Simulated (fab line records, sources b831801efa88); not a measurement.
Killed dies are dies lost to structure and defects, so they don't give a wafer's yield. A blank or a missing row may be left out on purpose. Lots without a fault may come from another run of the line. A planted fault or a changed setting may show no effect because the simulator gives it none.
Chamber matching | flow gf180mcu | GF_V2_ETCH_16 on rie_diel-04: 4 sister chambers
The step etches BARC in N2/H2. 20 wafers are shown with their chamber, then 10 later ones without.

WAFERS WITH THEIR CHAMBER
wafer  | chamber | drypump_motor_current_A (A) | throttle_valve_pct (%) | oes_product_au (a.u.)
L077.3 | 1       | 5.7                         | 13.215                 | 0.854
L077.4 | 0       | 5.4                         | 13.219                 | 0.853
L077.6 | 1       | 5.7                         | 13.219                 | 0.854
L081.2 | 0       | 5.4                         | 13.214                 | 0.853
L081.3 | 2       | 6.0                         | 13.206                 | 0.859
L081.6 | 3       | 6.6                         | 13.227                 | 0.855
L082.3 | 1       | 5.7                         | 13.214                 | 0.860
L082.4 | 0       | 5.4                         | 13.226                 | 0.854
L082.6 | 0       | 5.4                         | 13.223                 | 0.851
L084.1 | 0       | 5.4                         | 13.231                 | 0.850
L084.5 | 0       | 5.4                         | 13.236                 | 0.848
L084.6 | 2       | 6.0                         | 13.227                 | 0.849
L085.1 | 3       | 6.6                         | 13.227                 | 0.854
L085.4 | 1       | 5.7                         | 13.229                 | 0.852
L085.6 | 3       | 6.6                         | 13.234                 | 0.855
L089.2 | 3       | 6.5                         | 13.239                 | 0.855
L089.3 | 2       | 5.9                         | 13.250                 | 0.856
L089.4 | 1       | 5.7                         | 13.210                 | 0.863
L090.3 | 0       | 5.4                         | 13.211                 | 0.857
L090.4 | 2       | 5.9                         | 13.217                 | 0.856

SIGNATURES (means of the wafers above)
reading                 | chamber 0 | chamber 1 | chamber 2 | chamber 3 | scatter within a chamber
drypump_motor_current_A | 5.400     | 5.700     | 5.950     | 6.575     | 0.0331
throttle_valve_pct      | 13.22286  | 13.21740  | 13.22500  | 13.23175  | 0.0107
oes_product_au          | 0.85229   | 0.85660   | 0.85500   | 0.85475   | 0.00348
Rule: a wafer's distance from a chamber is the root of the sum, over the readings, of the square of ((its reading less the chamber's mean) divided by the reading's scatter). The wafer belongs to the nearest chamber; if the next one is less than 2 further off, it can't be placed. The scatter: the root of (the sum of the squares of (reading less its chamber's mean) over the shown wafers, divided by (wafers less chambers)).

WAFERS WITHOUT THEIR CHAMBER
wafer  | drypump_motor_current_A (A) | throttle_valve_pct (%) | oes_product_au (a.u.)
L090.5 | 6.6                         | 13.240                 | 0.857
L091.1 | 6.6                         | 13.218                 | 0.853
L091.2 | 5.4                         | 13.218                 | 0.863
L091.4 | 5.7                         | 13.231                 | 0.854
L096.3 | 5.4                         | 13.218                 | 0.859
L096.4 | 5.7                         | 13.222                 | 0.858
L096.6 | 5.8                         | 13.212                 | 0.852
L097.1 | 5.4                         | 13.228                 | 0.861
L097.3 | 5.7                         | 13.215                 | 0.849
L097.4 | 6.0                         | 13.220                 | 0.846

WHICH CHAMBER EACH WENT THROUGH
wafer  | from the rows above     | in truth
L090.5 | 3                       | 3
L091.1 | 3                       | 3
L091.2 | 0                       | 0
L091.4 | 1                       | 1
L096.3 | 0                       | 0
L096.4 | 1                       | 1
L096.6 | can't be placed: 1 or 2 | 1
L097.1 | 0                       | 0
L097.3 | 1                       | 1
L097.4 | 2                       | 2
Placed correctly: 9 of 10. Can't be placed from these rows: 1 (the true chamber is among the candidates in 1). Placed wrongly: 0.
